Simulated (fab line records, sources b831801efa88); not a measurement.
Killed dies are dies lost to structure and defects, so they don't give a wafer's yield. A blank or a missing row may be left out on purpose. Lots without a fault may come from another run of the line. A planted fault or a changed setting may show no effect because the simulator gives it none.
A struck lot beside a sound one | flow sky130 | 22 steps out of a route of 708
Sound: wafers L494.1, L494.2, L494.3. Struck: wafers L506.2, L506.3, L506.4. The cause comes at the end.
At each step with rows: each side's tool, then ch and its chambers, then its first start. Under that, the readings that differ: sound wafers | struck wafers | difference of the means | sigmas: that difference in standard deviations of wafers without a fault.
alike: readings whose means differ by less than 2 such deviations, and words and numbers that are the same on both sides. not compared: withheld readings, readings that some wafer has no value for, bounds like >300 that may hide the same value, and numbers for which the record gives no deviation and whose values overlap.
The two part at a step that has a row with sigmas, a row that says differs or no value, or rows on one side only. Numbers that don't overlap but have no deviation are shown without sigmas and don't part them. A reading that every wafer of one side lacks parts them only if that side has two wafers or more.

first, 3 steps without rows for these wafers: SKY_POLY_CUT_EXPOSE_05 (exposes mask NPCM, target cd 270 nm); SKY_POLY_CUT_PEB_06; SKY_POLY_CUT_DEVELOP_07 (develop time 60 s).
SKY_POLY_CUT_CD_MEAS_08: target cd 270 nm.
  sound on cd_sem-02, day 25 18:08; struck on cd_sem-01, day 30 09:31
  alike: cd_nm
SKY_POLY_CUT_OVL_MEAS_09:
  sound on overlay-01, day 25 18:16; struck on overlay-02, day 30 09:37
  alike: POLY_CUT_OVL
SKY_POLY_CUT_ETCH_10: etches BARC in N2/H2, stops on SiO2, time 45.9 s, target depth 60 nm.
  sound on rie_diel-03 ch 0,1,3, day 25 18:18; struck on rie_diel-04 ch 0,1,2, day 30 09:39
  alike: drypump_motor_current_A, oes_product_au, throttle_valve_pct
  not compared: rf_hours_counter_h
SKY_POLY_CUT_ETCH_11: etches Si3N4 in CF4/CH2F2/Ar, stops on poly-Si, time 42.5 s, target depth 60 nm.
  sound on rie_diel-03 ch 0,1,3, day 25 18:20; struck on rie_diel-04 ch 0,1,2, day 30 09:41
  alike: drypump_motor_current_A, oes_product_au, throttle_valve_pct
  not compared: rf_hours_counter_h
SKY_POLY_CUT_STRIP_12: strips in O2/N2.
  sound on plasma_asher-02 ch 0,1, day 25 18:23; struck on plasma_asher-04 ch 0,1, day 30 09:44
  alike: drypump_motor_current_A, oes_product_au, strip_time_to_endpoint_s
  not compared: rf_hours_counter_h
then, 4 steps without rows for these wafers: SKY_SD_P_DEHYDRATE_00 (time 60 s); SKY_SD_P_HMDS_01 (prime time 60 s); SKY_SD_P_COAT_02 (resist thk 1140 nm); SKY_SD_P_SOFTBAKE_03 (time 60 s).
SKY_SD_P_EXPOSE_04: exposes mask PSDM, target cd 380 nm.
  sound on iline_stepper-02 ch 0, day 26 08:55; struck on iline_stepper-02 ch 0, day 31 00:14
  reading | sound                | struck                  | difference | sigmas
  mask    | PSDM#0 PSDM#0 PSDM#0 | LDNTM#0 LDNTM#0 LDNTM#0 | differs    |
then, 2 steps without rows for these wafers: SKY_SD_P_PEB_05; SKY_SD_P_DEVELOP_06 (develop time 60 s).
SKY_SD_P_CD_MEAS_07: target cd 380 nm.
  sound on cd_sem-01, day 26 22:35; struck on cd_sem-02, day 31 13:35
  reading    | sound       | struck | difference                    | sigmas
  cd_nm (nm) | 383 383 383 | - - -  | no value on the struck wafers |
SKY_SD_P_OVL_MEAS_08:
  sound on overlay-01, day 26 22:43; struck on overlay-01, day 31 13:41
  reading       | sound       | struck | difference                    | sigmas
  SD_P_OVL (nm) | 1.3 0.8 0.1 | - - -  | no value on the struck wafers |
then, 1 step without rows for these wafers: SKY_SD_P_IMPLANT_09.
SKY_SD_P_STRIP_10: strips in O2/N2.
  sound on plasma_asher-03 ch 0,1, day 26 22:54; struck on plasma_asher-02 ch 0,1, day 31 13:52
  alike: drypump_motor_current_A, oes_product_au, strip_time_to_endpoint_s
  not compared: rf_hours_counter_h
SKY_SD_P_TW_MEAS_11:
  sound on film_metro-02, day 26 23:00; struck on film_metro-01, day 31 13:58
  reading | sound          | struck   | difference | sigmas
  SD_P_TW | 2816 2827 2835 | 30 30 30 | -2796      | -99 or more
then, 1 step without rows for these wafers: SKY_RES_XHIGH_DEHYDRATE_00 (time 60 s).
-- the record jumps here: 18 days lie between the struck wafers' starts before and after (it left off in module RES_XHIGH and takes up again in module PAD_OPEN, whose first step shown is number 708 of the route) --
SKY_PAD_OPEN_PROBE_99:
  sound on prober-01, day 46 15:16; struck on prober-02, day 50 01:20
  reading             | sound    | struck      | difference | sigmas
  killed_at_front_end | 13 15 15 | 427 430 420 | +411       | +93
  killed_dies         | 88 74 92 | 492 492 492 | +407       | +44
  killed_on_rim       | 17 25 22 | 96 96 96    | +75        | +19
  alike: killed_at_M0_to_M3, killed_at_M4_up, killed_at_contacts, killed_at_other, killed_open, killed_short

WHERE THEY PART
First at SKY_SD_P_EXPOSE_04; last, within this record, at SKY_PAD_OPEN_PROBE_99.

WHY: what the simulator had put in
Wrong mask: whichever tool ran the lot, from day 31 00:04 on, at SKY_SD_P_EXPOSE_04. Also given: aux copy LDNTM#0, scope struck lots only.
